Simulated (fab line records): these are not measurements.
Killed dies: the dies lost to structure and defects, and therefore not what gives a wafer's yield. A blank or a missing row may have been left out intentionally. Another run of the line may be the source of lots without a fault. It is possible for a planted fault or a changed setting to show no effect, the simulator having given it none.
A lot that was struck, set against a sound lot	flow sky130	15 steps out of a route of 708
Sound: the wafers L221.2, L221.5, L221.6. Struck: wafers L240.1, L240.4, L240.5. The cause is named last.
Each step with rows lists, per side, the tool, then ch with its chambers, then its first start. Under that, the readings that differ: sound wafers	struck wafers	difference of the means	sigmas: that difference in standard deviations of wafers without a fault.
alike: a reading whose means differ by less than 2 such deviations, as well as words and numbers matching on both sides. not compared: withheld readings; readings where some wafer has no value; bounds like >300 that might hide an equal value; numbers whose values overlap and for which the record gives no deviation.
A row with sigmas, a row that says differs or no value, or rows on one side alone: a step with any of these is where the two part. Numbers that don't overlap but have no deviation are shown without sigmas and don't part them. Lack of a reading on every wafer of one side parts them only where that side has two or more wafers.

SKY_VIA3_STRIP_16: strips in O2/N2.
  sound on plasma_asher-04 ch 0,1, day 40 12:02; struck on plasma_asher-01 ch 0,1, day 45 23:11
reading	sound	struck	difference	sigmas
strip_time_to_endpoint_s (s)	4.19 4.18 4.13	4.07 4.08 4.09	-0.09	-2
  alike: chamber_pressure_mTorr, drypump_motor_current_A, oes_product_au
  not compared: rf_hours_counter_h
then, 3 steps without rows for these wafers: SKY_VIA3_STRIP_17 (strips in post etch residue remover, time 1200 s); SKY_VIA3_CLEAN_18 (cleans in IPA, time 180 s); SKY_VIA3_CLEAN_19 (cleans in O3/DIW).
SKY_VIA3_SPUTTER_20: material TiN, target thk 20 nm, time 80 s.
  sound on pvd_sputter-02, day 40 12:38; struck on pvd_sputter-04, day 46 00:10
  alike: cathode_dc_power_W, throttle_valve_pct
then, 1 step without rows for these wafers: SKY_VIA3_CVD_21 (deposits W, target thk 390 nm, time 117.31 s).
SKY_VIA3_RS_MEAS_22: a four-point-probe measurement.
  sound on film_metro-01, day 40 12:51; struck on film_metro-01, day 46 00:22
  alike: VIA3_W_RS
SKY_VIA3_THK_MEAS_23: measures by xrf.
  sound on film_metro-01, day 40 12:58; struck on film_metro-01, day 46 00:29
  alike: VIA3_W_THK
then, 1 step without rows for these wafers: SKY_VIA3_CMP_24 (polishes, stops on SiO2, t overpolish 20 s, target thk 0 nm).
SKY_METAL4_SPUTTER_00: material Ti, target thk 15 nm, time 10 s.
  sound on pvd_sputter-01, day 40 13:19; struck on pvd_sputter-04, day 46 00:50
reading	sound	struck	difference	sigmas
throttle_valve_pct (%)	31.0 29.5 31.0	29.6 29.1 28.5	-1.4	-2
  alike: cathode_dc_power_W
SKY_METAL4_SPUTTER_01: material TiN, target thk 20 nm, time 16.7 s.
  sound on pvd_sputter-01, day 40 13:20; struck on pvd_sputter-04, day 46 00:52
reading	sound	struck	difference	sigmas
throttle_valve_pct (%)	31.1 29.5 31.3	29.6 29.3 28.6	-1.5	-2
  alike: cathode_dc_power_W
SKY_METAL4_SPUTTER_02: material AlCu, target thk 735 nm, time 39.1 s.
  sound on pvd_sputter-01, day 40 13:21; struck on pvd_sputter-04, day 46 00:53
reading	sound	struck	difference	sigmas
throttle_valve_pct (%)	31.0 29.5 30.9	29.5 29.1 28.5	-1.4	-2
  alike: cathode_dc_power_W
SKY_METAL4_SPUTTER_03: material Ti, target thk 5 nm, time 3.3 s.
  sound on pvd_sputter-01, day 40 13:23; struck on pvd_sputter-04, day 46 00:55
reading	sound	struck	difference	sigmas
cathode_dc_power_W (W)	3000.6 2999.9 2999.9	3208.2 3208.4 3208.0	+208.1	+99 or more
throttle_valve_pct (%)	31.1 29.7 31.0	29.7 29.2 28.5	-1.5	-2
model.Ti_of_METAL4_SPUTTER_03.thk_nm (nm)	4.844 4.938 4.796	5.331 5.239 5.465	+0.486	
then, 2 steps without rows for these wafers: SKY_METAL4_SPUTTER_04 (material TiN, target thk 70 nm, time 58.3 s); SKY_PAD_OPEN_PROBE_99.

== WHERE THEY PART ==
First at SKY_VIA3_STRIP_16; last, within this record, at SKY_METAL4_SPUTTER_03.

WHY: what the simulator had put in
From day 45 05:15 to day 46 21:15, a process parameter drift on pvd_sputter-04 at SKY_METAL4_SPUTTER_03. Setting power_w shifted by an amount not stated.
